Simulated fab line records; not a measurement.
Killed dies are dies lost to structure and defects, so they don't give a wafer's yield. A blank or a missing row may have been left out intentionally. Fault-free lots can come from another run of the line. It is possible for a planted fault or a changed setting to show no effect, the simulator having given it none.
A single fault, viewed from 2 desks    flow gf180mcu    each desk holds nothing but its own numbers, with what lay behind them at the end

== FOR THE TOOL OWNER'S DESK: rie si-02 ==
The tool's own readings at GF_STI_ETCH_14 (etches Si in HBr/Cl2/O2, target depth 360 nm, time 102.9 s): means of the sampled wafers that have a number, for each lot that ran on this tool. A lot is out of limits, marked OUT, if its mean lies more than 4 standard deviations from the usual mean; the brackets give that distance.
Columns: A = HBr_flow_sccm at GF_STI_ETCH_14, usual 150.0 sccm; B = O2_flow_sccm at GF_STI_ETCH_14, usual 6.003 sccm; C = drypump motor current A at GF_STI_ETCH_14, usual 5.7 A; D = oes product au at GF_STI_ETCH_14, usual 1.000 a.u.; E = throttle valve pct at GF_STI_ETCH_14, usual 25.657 %
lot   first seen here  A      B      C    D      E
L436  day 2 01:20      150.1  5.978  5.8  1.009  25.644
L440  day 2 22:05      150.0  5.999  5.8  0.999  25.657
L442  day 3 10:23      149.6  6.019  5.8  0.996  25.661
L444  day 3 20:46      150.2  6.002  5.6  1.004  25.660
L446  day 4 04:41      149.6  6.023  5.6  1.000  25.670
Finding of this desk: none of the 5 lots has anything out of limits.

== METROLOGY DESK ==
What the gauges read, lot by lot, whatever tool the lot ran on: means of the sampled wafers that have a number. A lot is out of limits, marked OUT, if its mean lies more than 4 standard deviations from the usual mean; the brackets give that distance.
Columns: A = MVPSD_OVL at GF_MVPSD_OVL_MEAS_07, usual 0.0 nm; B = POLY_GATE_CVD_00_THK at GF_POLY_GATE_THK_MEAS_01, usual 199.9 nm; C = HV_LDD_01_OVL at GF_HV_LDD_OVL_MEAS_20, usual -0.1 nm
lot   first seen here  A     B      C
L436  day 4 22:53      0.9   197.7  0.9
L438  day 5 13:13      -1.4  204.0  -0.1
L439  day 5 21:53      -1.4  202.0  -0.1
L440  day 6 04:14      1.8   198.3  -1.4
L442  day 6 13:32      2.0   200.7  -2.7
L444  day 7 00:45      0.6   199.3  0.9
L446  day 7 10:38      -1.1  197.9  1.0
L454  day 9 14:00      1.4   199.8  -0.6
L458  day 10 10:55     0.8   200.3  1.7
L459  day 10 17:15     0.0   195.4  -0.2
Finding of this desk: none of the 10 lots has anything out of limits.

== BROUGHT TOGETHER ==
The desk of the tool owner found nothing out of limits.
From the metrology desk's view, nothing was out of limits.

== WHAT THE SIMULATOR HAD PUT IN ==
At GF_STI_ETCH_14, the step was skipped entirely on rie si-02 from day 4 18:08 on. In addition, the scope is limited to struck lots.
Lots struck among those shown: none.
